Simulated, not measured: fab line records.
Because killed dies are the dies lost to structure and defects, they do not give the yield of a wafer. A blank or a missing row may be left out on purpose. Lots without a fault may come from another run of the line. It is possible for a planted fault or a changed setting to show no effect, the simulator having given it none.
fab line records | flow sfq-line
record lots=6 | wafers=18 | last-day=80
route steps=325 shown JJ@194 M5@198
lots untouched by any fault: they come from a run of this same line in which no faults occurred
start-h: the number of hours between the record's first day and the start of the first shown wafer of the lot | wait-h: hours from the lot's prior step to this one | " as in the row above | L1.1+2: a single row standing in for several wafers | - no value, or no start given | * or withheld: withheld | < > ~ a bound
route shown NAME@n: a module of which the file shows steps, and the number in the route of the first | usual: mean/standard deviation of fault-free wafers | same: alike in all rows | chamber/n: place in a boat | sites: readings site by site | _std_site: the standard deviation of these | _edge_site: the outer-site mean with the inner-site mean subtracted | radius-mm: for every site, how far away it sits from the centre of the wafer | mask NAME#n: copy n | behind: the tool/chamber that last shaped the wafer | hold: why the lot went on hold/how many hours it stayed there/how the hold came to an end | device: the transistor (n, p or np) that didn't switch | end of line: at the end of the route, the tests of the same wafers | a step given without rows: its recipe and nothing more | killed: at the first sort, the dies lost to defects and structure; wafer yield is something else | map: shows each die of a wafer: x if killed, . if not, _ if none is there
set.NAME: the run value of the setting; set.NAME@STEP: its run value at that earlier step | model.NAME: the simulator's own value behind a step, which no gauge read
lots at some steps of the route; a table a step, a row a wafer
services: a tool's chamber out of use, with start hour (start-h, from the record's first day; less than 0 if before it), hours out, and reason
## steps
# step SFQ_TRILAYER_JJ_CE_ETCH_RIE_118
# recipe target=Nb | stop-on=Al2O3 | mask-material=PR | taper-deg=13.257 | over-etch-frac=0.15 | time-s=97.7 | chemistry=SF6 | target-depth-nm=170 | icp-w=600 | bias-w=80 | pressure-mtorr=10
# usual drypump-motor-current-A=5.12/0.16 | oes-product-au=0.992/0.0079
lot.wafer | tool         | chamber | start-h | wait-h | drypump-motor-current-A | oes-product-au | rf-hours-counter-h
L644.3    | rie-metal-04 | 1       | 1096.98 | 0.1    | 4.91                    | 0.989          | -
L644.4    | "            | 0       | "       | "      | 5.06                    | 1.003          | -
L644.6    | "            | 1       | "       | "      | 4.88                    | 0.994          | -
L652.3    | rie-metal-01 | 0       | 1191.95 | 0.1    | 5.07                    | 0.984          | -
L652.5    | "            | 0       | "       | "      | 5.07                    | 0.982          | -
L652.6    | "            | 1       | "       | "      | 5.16                    | 0.999          | -
L655.2    | rie-metal-04 | 1       | 1221.91 | 0.1    | 4.90                    | 0.998          | 158
L655.4    | "            | 0       | "       | "      | 5.06                    | 1.000          | -
L655.5    | "            | 0       | "       | "      | 5.06                    | 1.002          | -
L661.1    | rie-metal-04 | 0       | 1306.41 | 0.1    | 5.06                    | 0.986          | 144
L661.3    | "            | 0       | "       | "      | 5.07                    | 0.994          | -
L661.6    | "            | 0       | "       | "      | 5.07                    | 0.989          | -
L662.3    | rie-metal-04 | 1       | 1308.85 | 0.1    | 4.89                    | 1.001          | -
L662.4    | "            | 0       | "       | "      | 5.07                    | 1.009          | -
L662.5    | "            | 0       | "       | "      | 5.08                    | 1.005          | -
L664.2    | rie-metal-03 | 0       | 1318.41 | 0.1    | 5.30                    | 0.994          | 125
L664.4    | "            | 0       | "       | "      | 5.29                    | 0.992          | -
L664.6    | "            | 1       | "       | "      | 5.42                    | 1.001          | -
# step SFQ_TRILAYER_JJ_ANODIZE_ANODIZE_119
# recipe current-density-ma-cm2=withheld | end-current-density-ma-cm2=withheld | bath-temp-c=withheld
# step SFQ_TRILAYER_JJ_CE_STRIP_STRIP_120
# recipe gas=O2 | power-w=200 | platen-temp-c=40 | overash-fraction=0.65 | chemistry=O2 | pressure-mtorr=50
# usual drypump-motor-current-A=5.09/0.18 | oes-product-au=1.009/0.011
lot.wafer | tool         | chamber | start-h | wait-h | drypump-motor-current-A | oes-product-au | rf-hours-counter-h
L644.3    | rie-metal-03 | 0       | 1097.76 | 0.2    | 5.31                    | 0.993          | -
L644.4    | "            | 1       | "       | "      | 5.42                    | 1.020          | -
L644.6    | "            | 1       | "       | "      | 5.42                    | 1.017          | -
L652.3    | rie-metal-03 | 1       | 1192.72 | 0.2    | 5.41                    | 1.022          | -
L652.5    | "            | 1       | "       | "      | 5.42                    | 1.014          | -
L652.6    | "            | 0       | "       | "      | 5.31                    | 0.999          | -
L655.2    | rie-metal-01 | 0       | 1222.52 | 0.0    | 5.07                    | 1.005          | 14
L655.4    | "            | 1       | "       | "      | 5.16                    | 1.043          | -
L655.5    | "            | 1       | "       | "      | 5.15                    | 1.034          | -
L661.1    | rie-metal-03 | 1       | 1307.02 | 0.0    | 5.41                    | 1.012          | 113
L661.3    | "            | 1       | "       | "      | 5.43                    | 1.013          | -
L661.6    | "            | 1       | "       | "      | 5.42                    | 1.012          | -
L662.3    | rie-metal-03 | 1       | 1309.62 | 0.2    | 5.40                    | 1.023          | -
L662.4    | "            | 0       | "       | "      | 5.30                    | 0.999          | -
L662.5    | "            | 1       | "       | "      | 5.42                    | 1.015          | -
L664.2    | rie-metal-01 | 1       | 1319.02 | 0.0    | 5.17                    | 1.002          | 4
L664.4    | "            | 0       | "       | "      | 5.07                    | 0.997          | -
L664.6    | "            | 0       | "       | "      | 5.05                    | 1.001          | -
# step SFQ_TRILAYER_JJ_CE_STRIP_SOLV_CLEAN_121
# recipe chemistry=NMP | temp-c=70 | time-s=600
# step SFQ_TRILAYER_M5_LITHO_COAT_128
# recipe resist=BARC | spin-rpm=3000 | resist-thk-nm=62
# step SFQ_TRILAYER_M5_LITHO_COAT_123
# recipe resist=KrF | spin-rpm=3000 | resist-thk-nm=600
# step SFQ_TRILAYER_M5_LITHO_SOFTBAKE_127
# recipe temp-c=withheld | time-s=withheld | resist=KrF
# step SFQ_TRILAYER_M5_LITHO_EXPOSE_124
# recipe mask-id=M5 | na=0.6 | source-shape=conventional | sigma-outer=0.65 | target-cd-nm=700 | dose-mj=14.4
# step SFQ_TRILAYER_M5_LITHO_PEB_126
# recipe peb-temp-c=115 | peb-time-s=60 | resist=KrF
# step SFQ_TRILAYER_M5_LITHO_DEVELOP_125
# recipe time-s=60 | resist=KrF
# step SFQ_M5_OVL_MEAS_932
# usual M5_OVL=1/5.1
lot.wafer | tool       | chamber | start-h | wait-h | M5_OVL[nm]
L644.3    | overlay-01 | -       | 1100.59 | 0.1    | 2
L644.4    | "          | -       | "       | "      | 8
L644.6    | "          | -       | "       | "      | 8
L652.3    | overlay-01 | -       | 1343.23 | 0.1    | 2
L652.5    | "          | -       | "       | "      | -4
L652.6    | "          | -       | "       | "      | -1
L655.2    | overlay-01 | -       | 1368.69 | 0.1    | 7
L655.4    | "          | -       | "       | "      | 0
L655.5    | "          | -       | "       | "      | 0
L661.1    | overlay-01 | -       | 1443.36 | 0.1    | -11
L661.3    | "          | -       | "       | "      | -3
L661.6    | "          | -       | "       | "      | -7
L662.3    | overlay-02 | -       | 1444.57 | 0.1    | -9
L662.4    | "          | -       | "       | "      | -8
L662.5    | "          | -       | "       | "      | -3
L664.2    | overlay-02 | -       | 1455.49 | 0.1    | 1
L664.4    | "          | -       | "       | "      | 4
L664.6    | "          | -       | "       | "      | 0
# step SFQ_TRILAYER_M5_BARC_OPEN_METAL_ETCH_161
# recipe mask-material=PR | chemistry=O2 | target-depth-nm=125 | target=BARC | icp-w=600 | bias-w=80 | pressure-mtorr=10 | time-s=41.7
# usual bias-w=80.02/0.2 | drypump-motor-current-A=5.5/0.3 | oes-product-au=0.686/0.0047
lot.wafer | tool         | chamber | start-h | wait-h | bias-w | drypump-motor-current-A | oes-product-au | rf-hours-counter-h
L644.3    | rie-metal-03 | 1       | 1100.64 | 0.0    | 79.81  | 5.4                     | 0.683          | -
L644.4    | "            | 0       | "       | "      | 80.13  | 5.3                     | 0.682          | -
L644.6    | "            | 1       | "       | "      | 80.03  | 5.4                     | 0.688          | -
L652.3    | rie-metal-01 | 1       | 1343.27 | 0.0    | 80.06  | 5.2                     | 0.690          | -
L652.5    | "            | 0       | "       | "      | 79.90  | 5.1                     | 0.687          | -
L652.6    | "            | 1       | "       | "      | 80.16  | 5.2                     | 0.687          | -
L655.2    | rie-metal-01 | 1       | 1368.72 | 0.0    | 79.86  | 5.1                     | 0.685          | 11
L655.4    | "            | 0       | "       | "      | 79.93  | 5.1                     | 0.685          | -
L655.5    | "            | 0       | "       | "      | 80.05  | 5.0                     | 0.689          | -
L661.1    | rie-metal-01 | 1       | 1443.39 | 0.0    | 79.68  | 5.2                     | 0.693          | 20
L661.3    | "            | 1       | "       | "      | 80.36  | 5.2                     | 0.688          | -
L661.6    | "            | 1       | "       | "      | 79.95  | 5.2                     | 0.681          | -
L662.3    | rie-metal-03 | 0       | 1444.61 | 0.0    | 80.19  | 5.3                     | 0.688          | -
L662.4    | "            | 1       | "       | "      | 80.08  | 5.4                     | 0.681          | -
L662.5    | "            | 0       | "       | "      | 80.09  | 5.3                     | 0.689          | -
L664.2    | rie-metal-02 | 0       | 1455.52 | 0.0    | 79.97  | 5.7                     | 0.689          | 75
L664.4    | "            | 0       | "       | "      | 79.83  | 5.7                     | 0.688          | -
L664.6    | "            | 1       | "       | "      | 80.00  | 6.0                     | 0.685          | -
# step SFQ_TRILAYER_M5_ETCH_METAL_ETCH_126
# recipe target=Nb | stop-on=SiO2 | mask-material=PR | over-etch-frac=0.15 | time-s=203.2 | chemistry=Cl2/BCl3 | target-depth-nm=265 | icp-w=600 | bias-w=80 | pressure-mtorr=10
# usual bias-w=79.96/0.23 | drypump-motor-current-A=5.5/0.3 | oes-product-au=0.728/0.0063
lot.wafer | tool         | chamber | start-h | wait-h | bias-w | drypump-motor-current-A | oes-product-au | rf-hours-counter-h | model.KrF_of_TRILAYER_M5_LITHO_COAT_123.thk-nm
L644.3    | rie-metal-03 | 1       | 1100.74 | 0.1    | 80.10  | 5.4                     | 0.738          | -                  | 367.7
L644.4    | "            | 0       | "       | "      | 79.76  | 5.3                     | 0.730          | -                  | 376.2
L644.6    | "            | 1       | "       | "      | 79.83  | 5.4                     | 0.725          | -                  | 368.6
L652.3    | rie-metal-01 | 1       | 1343.37 | 0.1    | 90.17  | 5.2                     | 0.732          | -                  | 363.2
L652.5    | "            | 0       | "       | "      | 89.86  | 5.1                     | 0.718          | -                  | 362.2
L652.6    | "            | 1       | "       | "      | 89.84  | 5.2                     | 0.725          | -                  | 362.6
L655.2    | rie-metal-01 | 1       | 1368.78 | 0.0    | 89.41  | 5.2                     | 0.726          | 12                 | 365.8
L655.4    | "            | 0       | "       | "      | 89.96  | 5.1                     | 0.734          | -                  | 361.4
L655.5    | "            | 0       | "       | "      | 89.51  | 5.1                     | 0.726          | -                  | 361.7
L661.1    | rie-metal-01 | 1       | 1443.47 | 0.1    | 79.70  | 5.2                     | 0.724          | 20                 | 365.9
L661.3    | "            | 1       | "       | "      | 79.72  | 5.1                     | 0.733          | -                  | 366.5
L661.6    | "            | 1       | "       | "      | 79.86  | 5.1                     | 0.726          | -                  | 363.4
L662.3    | rie-metal-03 | 0       | 1444.72 | 0.1    | 79.42  | 5.3                     | 0.713          | -                  | 372.6
L662.4    | "            | 1       | "       | "      | 79.97  | 5.4                     | 0.735          | -                  | 367.3
L662.5    | "            | 0       | "       | "      | 79.94  | 5.3                     | 0.723          | -                  | 375.5
L664.2    | rie-metal-02 | 0       | 1455.58 | 0.0    | 79.87  | 5.7                     | 0.718          | 75                 | 365.5
L664.4    | "            | 0       | "       | "      | 80.12  | 5.7                     | 0.723          | -                  | 365.7
L664.6    | "            | 1       | "       | "      | 80.02  | 5.9                     | 0.724          | -                  | 365.6
# step SFQ_TRILAYER_M5_STRIP_STRIP_127
# recipe gas=O2 | power-w=200 | platen-temp-c=40 | overash-fraction=0.65 | chemistry=O2 | pressure-mtorr=50
# usual drypump-motor-current-A=5.5/0.3 | oes-product-au=1.012/0.01
lot.wafer | tool         | chamber | start-h | wait-h | drypump-motor-current-A | oes-product-au | rf-hours-counter-h
L644.3    | rie-metal-03 | 1       | 1101.07 | 0.3    | 5.4                     | 1.015          | -
L644.4    | "            | 0       | "       | "      | 5.3                     | 0.980          | -
L644.6    | "            | 1       | "       | "      | 5.4                     | 1.008          | -
L652.3    | rie-metal-01 | 1       | 1343.70 | 0.3    | 5.1                     | 1.001          | -
L652.5    | "            | 0       | "       | "      | 5.1                     | 1.011          | -
L652.6    | "            | 1       | "       | "      | 5.2                     | 1.007          | -
L655.2    | rie-metal-01 | 1       | 1368.98 | 0.1    | 5.2                     | 1.000          | 12
L655.4    | "            | 0       | "       | "      | 5.1                     | 1.014          | -
L655.5    | "            | 0       | "       | "      | 5.1                     | 1.012          | -
L661.1    | rie-metal-01 | 1       | 1443.73 | 0.2    | 5.2                     | 1.010          | 20
L661.3    | "            | 1       | "       | "      | 5.2                     | 1.015          | -
L661.6    | "            | 1       | "       | "      | 5.2                     | 1.030          | -
L662.3    | rie-metal-03 | 0       | 1445.05 | 0.3    | 5.3                     | 0.999          | -
L662.4    | "            | 1       | "       | "      | 5.4                     | 1.010          | -
L662.5    | "            | 0       | "       | "      | 5.3                     | 0.995          | -
L664.2    | rie-metal-02 | 0       | 1455.77 | 0.1    | 5.7                     | 1.009          | 76
L664.4    | "            | 0       | "       | "      | 5.8                     | 1.020          | -
L664.6    | "            | 1       | "       | "      | 5.9                     | 1.017          | -
## services
tool         | chamber | start-h | hours | kind
rie-metal-03 | 1       | 1079.16 | 8.3   | repair
rie-metal-02 | 1       | 1103.49 | 5.7   | repair
rie-metal-02 | -       | 1124.02 | 2.8   | pm
rie-metal-03 | -       | 1134.19 | 2.8   | pm
rie-metal-03 | -       | 1197.77 | 1.3   | repair
rie-metal-04 | 1       | 1244.21 | -     | clean
rie-metal-04 | 1       | 1244.21 | -     | consumable-replace:focus-ring
rie-metal-04 | 1       | 1244.21 | 20.8  | scheduled-down
rie-metal-04 | 1       | 1244.21 | 20.8  | vent-cycle
rie-metal-02 | 1       | 1245.18 | 11.8  | repair
rie-metal-01 | 1       | 1249.89 | -     | clean
rie-metal-01 | 1       | 1249.89 | -     | consumable-replace:focus-ring
rie-metal-01 | 1       | 1249.89 | 25.7  | scheduled-down
rie-metal-01 | 1       | 1249.89 | 25.7  | vent-cycle
rie-metal-02 | -       | 1280.43 | 2.0   | repair
rie-metal-01 | 1       | 1281.49 | 6.9   | repair
rie-metal-04 | 1       | 1284.01 | 6.5   | repair
rie-metal-02 | 1       | 1312.15 | 21.1  | repair
rie-metal-03 | -       | 1357.59 | 0.9   | repair
rie-metal-02 | -       | 1363.36 | 14.6  | pm
rie-metal-01 | -       | 1379.99 | 0.9   | repair
rie-metal-03 | -       | 1391.84 | 1.2   | repair
rie-metal-03 | 0       | 1400.56 | 18.8  | repair
rie-metal-01 | -       | 1420.45 | 0.4   | repair
## key
first-sign step=SFQ_TRILAYER_M5_ETCH_METAL_ETCH_126 | reading=bias-w | direction=up | sigmas=43 | usual=79.96 | struck=89.79
effect none on later readings
model-effect step=SFQ_TRILAYER_M5_ETCH_METAL_ETCH_126 | value=KrF_of_TRILAYER_M5_LITHO_COAT_123.thk-nm | without=369.6 | struck=362.8
met-at SFQ_TRILAYER_M5_ETCH_METAL_ETCH_126
struck-wafers L652.3,L652.5,L652.6,L655.2,L655.4,L655.5
fault kind=process-parameter-drift | tool=rie-metal-01 | chamber=- | onset-h=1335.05 | steps=SFQ_TRILAYER_M5_ETCH_METAL_ETCH_126 | channel=bias-w | offset=9.7987 | shape=step | end-h=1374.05 | acts-in=these-recipes-only | stated=80
